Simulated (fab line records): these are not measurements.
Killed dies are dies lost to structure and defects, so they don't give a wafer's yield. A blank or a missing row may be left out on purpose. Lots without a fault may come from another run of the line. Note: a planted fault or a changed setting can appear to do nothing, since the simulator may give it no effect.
Which tool is to blame? || flow sky130 || 33 wafers from 11 lots sampled at 4 of the route's 708 steps

WHAT EACH GAUGE READ, for each wafer
SKY_VIA4_THK_MEAS_01.
{"lot": "L519", "measured": "day 42 05:10", "on": "film_metro-02", "VIA4_HDPCVD_THK (nm)": "1763 1743 1762"}
{"lot": "L520", "measured": "day 42 19:34", "on": "film_metro-02", "VIA4_HDPCVD_THK (nm)": "1777 1751 1772"}
{"lot": "L521", "measured": "day 42 23:02", "on": "film_metro-02", "VIA4_HDPCVD_THK (nm)": "1742 1767 1740"}
{"lot": "L524", "measured": "day 43 17:19", "on": "film_metro-03", "VIA4_HDPCVD_THK (nm)": "1742 1756 1756"}
{"lot": "L525", "measured": "day 44 10:17", "on": "film_metro-04", "VIA4_HDPCVD_THK (nm)": "1737 1765 1745"}
{"lot": "L526", "measured": "day 44 11:10", "on": "film_metro-04", "VIA4_HDPCVD_THK (nm)": "1747 1730 1748"}
{"lot": "L527", "measured": "day 44 19:17", "on": "film_metro-03", "VIA4_HDPCVD_THK (nm)": "1742 2360 1736 1744 2360 1739"}
{"lot": "L528", "measured": "day 44 21:34", "on": "film_metro-03", "VIA4_HDPCVD_THK (nm)": "1741 1740 1748"}
{"lot": "L529", "measured": "day 45 12:47", "on": "film_metro-02", "VIA4_HDPCVD_THK (nm)": "1730 1758 1744"}
{"lot": "L530", "measured": "day 45 15:45", "on": "film_metro-03", "VIA4_HDPCVD_THK (nm)": "1757 2374 1753 1761 2374 1754"}
{"lot": "L542", "measured": "day 48 02:59", "on": "film_metro-02", "VIA4_HDPCVD_THK (nm)": "1760 1773 1739"}

WHAT TOOL EACH LOT RAN ON (gives the tool, then ch and the chambers of the sampled wafers, and finally the start)
{"lot": "L519", "SKY_VIA3_CVD_21": "cvd_w-02 ch 0,1, day 40 02:27", "SKY_METAL4_ETCH_17": "rie_diel-03 ch 1,2,3, day 42 04:12", "SKY_VIA4_HDPCVD_00": "hdpcvd-02 ch 0,1,2, day 42 04:59"}
{"lot": "L520", "SKY_VIA3_CVD_21": "cvd_w-02 ch 0,1, day 40 16:38", "SKY_METAL4_ETCH_17": "rie_diel-02 ch 0,1,2, day 42 18:33", "SKY_VIA4_HDPCVD_00": "hdpcvd-02 ch 0,1,2, day 42 19:23"}
{"lot": "L521", "SKY_VIA3_CVD_21": "cvd_w-02 ch 1, day 40 20:34", "SKY_METAL4_ETCH_17": "rie_diel-02 ch 0,1, day 42 22:04", "SKY_VIA4_HDPCVD_00": "hdpcvd-02 ch 0,1, day 42 22:52"}
{"lot": "L524", "SKY_VIA3_CVD_21": "cvd_w-02 ch 0, day 41 16:03", "SKY_METAL4_ETCH_17": "rie_diel-03 ch 1,3, day 43 16:21", "SKY_VIA4_HDPCVD_00": "hdpcvd-01 ch 1,2, day 43 17:08"}
{"lot": "L525", "SKY_VIA3_CVD_21": "cvd_w-01 ch 0,1, day 42 10:53", "SKY_METAL4_ETCH_17": "rie_diel-04 ch 0,1, day 44 09:18", "SKY_VIA4_HDPCVD_00": "hdpcvd-01 ch 0,1,2, day 44 10:05"}
{"lot": "L526", "SKY_VIA3_CVD_21": "cvd_w-02 ch 0,1, day 42 11:21", "SKY_METAL4_ETCH_17": "rie_diel-03 ch 0,1,2, day 44 10:10", "SKY_VIA4_HDPCVD_00": "hdpcvd-01 ch 0,2, day 44 10:58"}
{"lot": "L527", "SKY_VIA3_CVD_21": "cvd_w-02 ch 0,1, day 42 19:37", "SKY_METAL4_ETCH_17": "rie_diel-04 ch 0,2,3, day 44 18:18", "SKY_VIA4_HDPCVD_00": "hdpcvd-01 ch 0,1,2, day 44 19:11"}
{"lot": "L528", "SKY_VIA3_CVD_21": "cvd_w-01 ch 0,1, day 42 23:13", "SKY_METAL4_ETCH_17": "rie_diel-03 ch 2,3, day 44 20:34", "SKY_VIA4_HDPCVD_00": "hdpcvd-02 ch 1,2, day 44 21:22"}
{"lot": "L529", "SKY_VIA3_CVD_21": "cvd_w-01 ch 0,1, day 43 14:20", "SKY_METAL4_ETCH_17": "rie_diel-04 ch 0,2,3, day 45 11:48", "SKY_VIA4_HDPCVD_00": "hdpcvd-02 ch 1,2, day 45 12:36"}
{"lot": "L530", "SKY_VIA3_CVD_21": "cvd_w-01 ch 0,1, day 43 17:53", "SKY_METAL4_ETCH_17": "rie_diel-02 ch 0,1,3, day 45 14:43", "SKY_VIA4_HDPCVD_00": "hdpcvd-01 ch 0,1, day 45 15:33"}
{"lot": "L542", "SKY_VIA3_CVD_21": "cvd_w-02 ch 0,1, day 46 07:57", "SKY_METAL4_ETCH_17": "rie_diel-03 ch 0,2, day 48 01:58", "SKY_VIA4_HDPCVD_00": "hdpcvd-02 ch 0,2, day 48 02:49"}
- SKY_VIA3_CVD_21: deposits W, target thk 390 nm, time 117.31 s.
- SKY_METAL4_ETCH_17: etches SiO2 in C4F8/O2/Ar, stops on TiN, time 3.9 s, target depth 15 nm.
- SKY_VIA4_HDPCVD_00: deposits SiO2, target thk 1750 nm, time 291.7 s.

THE ANSWER, worked out from the rows above alone
Rule: what is usual is taken from the lots themselves. Put in order of their means at a reading, lots are off if they are a third of the lots or fewer, leave a main group of 4 or more, and stand apart from it by a gap of 3 or more times the standard deviation of the main group's means; of several such gaps the widest counts. A main group whose means are all the same, to the digits that the tables above print for the reading, isn't used. Also off: a lot with no number at a reading for which 4 or more lots have one. Where the step has rows for the other lots, those lots are counted as sound.
Off: L527, L530, seen at SKY_VIA4_THK_MEAS_01 (VIA4_HDPCVD_THK). The main group: mean 1751 nm, standard deviation 7.6.
If a tool, at a process step before that reading, ran all the lots that are off and no sound lot after the first of them, it fits. Those tools and the gauges at SKY_VIA4_THK_MEAS_01 are tried in the same way. One fits: SKY_VIA4_HDPCVD_00 on hdpcvd-01. A fault onset in the window from L526 (day 44 10:58, its last sound lot) to L527 (day 44 19:11, its first lot off) fits.

WHAT WAS PUT IN BY THE SIMULATOR
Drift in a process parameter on hdpcvd-01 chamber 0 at SKY_VIA4_HDPCVD_00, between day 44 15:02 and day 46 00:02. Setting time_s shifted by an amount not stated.
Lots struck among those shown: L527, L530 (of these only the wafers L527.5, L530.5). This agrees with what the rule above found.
